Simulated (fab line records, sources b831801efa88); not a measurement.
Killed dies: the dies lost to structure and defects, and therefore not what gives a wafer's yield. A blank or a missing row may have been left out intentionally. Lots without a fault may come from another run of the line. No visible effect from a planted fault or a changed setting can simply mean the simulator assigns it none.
Comparing a struck lot with a sound one -- flow sky130 -- 21 out of 708 route steps
Sound: these wafers, L400.3, L400.4, L400.6. The struck wafers were L405.1, L405.3, L405.4. The cause is named last.
Per side, at each step with rows, come the tool, then ch with its chambers, and then its first start. Under that, the readings that differ: sound wafers -- struck wafers -- difference of the means -- sigmas: that difference in standard deviations of wafers without a fault.
alike: words and numbers the same on both sides, and readings whose means are apart by under 2 such deviations; not compared: readings that were withheld, readings missing a value for some wafer, numbers with overlapping values and no deviation given by the record, and bounds like >300 which may hide the same value.
A row with sigmas, a row that says differs or no value, or rows on one side alone: a step with any of these is where the two part. Non-overlapping numbers with no deviation appear without sigmas and do not part them. A reading that every wafer of one side lacks parts them only if that side has two wafers or more.

first, 4 steps without rows for these wafers: SKY_LDD_HVN_SOFTBAKE_03 (time 60 s); SKY_LDD_HVN_EXPOSE_04 (exposes mask HVNTM, target cd 700 nm); SKY_LDD_HVN_PEB_05; SKY_LDD_HVN_DEVELOP_06 (develop time 60 s).
SKY_LDD_HVN_OVL_MEAS_07:
  sound on overlay-01 at day 21 14:08; struck on overlay-02 at day 23 10:21
  alike: LDD_HVN_OVL
after that, 1 step had no rows for these wafers: SKY_LDD_HVN_IMPLANT_08.
SKY_LDD_HVN_STRIP_09: strips in O2/N2.
  sound on plasma_asher-04 ch 0,1, day 21 14:20; struck on plasma_asher-01 ch 0,1, day 23 10:32
  alike: drypump_motor_current_A, oes_product_au, strip_time_to_endpoint_s
  not compared: rf_hours_counter_h
SKY_LDD_HVN_TW_MEAS_10:
  sound on film_metro-04 at day 21 14:28; struck on film_metro-04 at day 23 10:38
  alike: LDD_HVN_TW
then, 4 steps without rows for these wafers: SKY_LDD_HVP_DEHYDRATE_00 (time 60 s); SKY_LDD_HVP_HMDS_01 (prime time 60 s); SKY_LDD_HVP_COAT_02 (resist thk 300 nm); SKY_LDD_HVP_SOFTBAKE_03 (time 60 s).
SKY_LDD_HVP_EXPOSE_04: exposes mask HVPTM, target cd 700 nm.
  sound on iline_stepper-01 ch 0, day 22 05:27; struck on iline_stepper-02 ch 0, day 24 01:43
reading,sound,struck,difference,sigmas
mask,HVPTM#0 HVPTM#0 HVPTM#0,HVNTM#0 HVNTM#0 HVNTM#0,differs,
  alike: exposure_dose_mJ_cm2
then, 2 steps without rows for these wafers: SKY_LDD_HVP_PEB_05; SKY_LDD_HVP_DEVELOP_06 (develop time 60 s).
SKY_LDD_HVP_OVL_MEAS_07:
  sound on overlay-02 at day 22 20:53; struck on overlay-01 at day 24 16:25
reading,sound,struck,difference,sigmas
LDD_HVP_OVL (nm),-3.2 1.0 1.4,- - -,no value on the struck wafers,
after that, 1 step had no rows for these wafers: SKY_LDD_HVP_IMPLANT_08.
SKY_LDD_HVP_STRIP_09: strips in O2/N2.
  sound on plasma_asher-02 ch 0,1, day 22 21:05; struck on plasma_asher-02 ch 0,1, day 24 16:36
reading,sound,struck,difference,sigmas
oes_product_au (a.u.),0.416 0.418 0.408,0.399 0.405 0.401,-0.012,-2
  alike: drypump_motor_current_A, strip_time_to_endpoint_s
  not compared: rf_hours_counter_h
SKY_LDD_HVP_TW_MEAS_10:
  sound on film_metro-04 at day 22 21:10; struck on film_metro-01 at day 24 16:42
reading,sound,struck,difference,sigmas
LDD_HVP_TW,460 461 462,30 30 30,-431,-99 or more
then, 1 step without rows for these wafers: SKY_LDD_LDN_DEHYDRATE_00 (time 60 s).
-- the record jumps here: 23 days lie between the struck wafers' starts before and after (it left off in module LDD_LDN and takes up again in module PAD_OPEN, whose first step shown is number 708 of the route) --
SKY_PAD_OPEN_PROBE_99:
  the record has rows for the struck wafers here (prober-01, day 48 01:58) and none for the sound ones

WHERE THEY PART
Earliest at SKY_LDD_HVP_EXPOSE_04; latest, in this record, at SKY_PAD_OPEN_PROBE_99.

WHY: what the simulator had put in
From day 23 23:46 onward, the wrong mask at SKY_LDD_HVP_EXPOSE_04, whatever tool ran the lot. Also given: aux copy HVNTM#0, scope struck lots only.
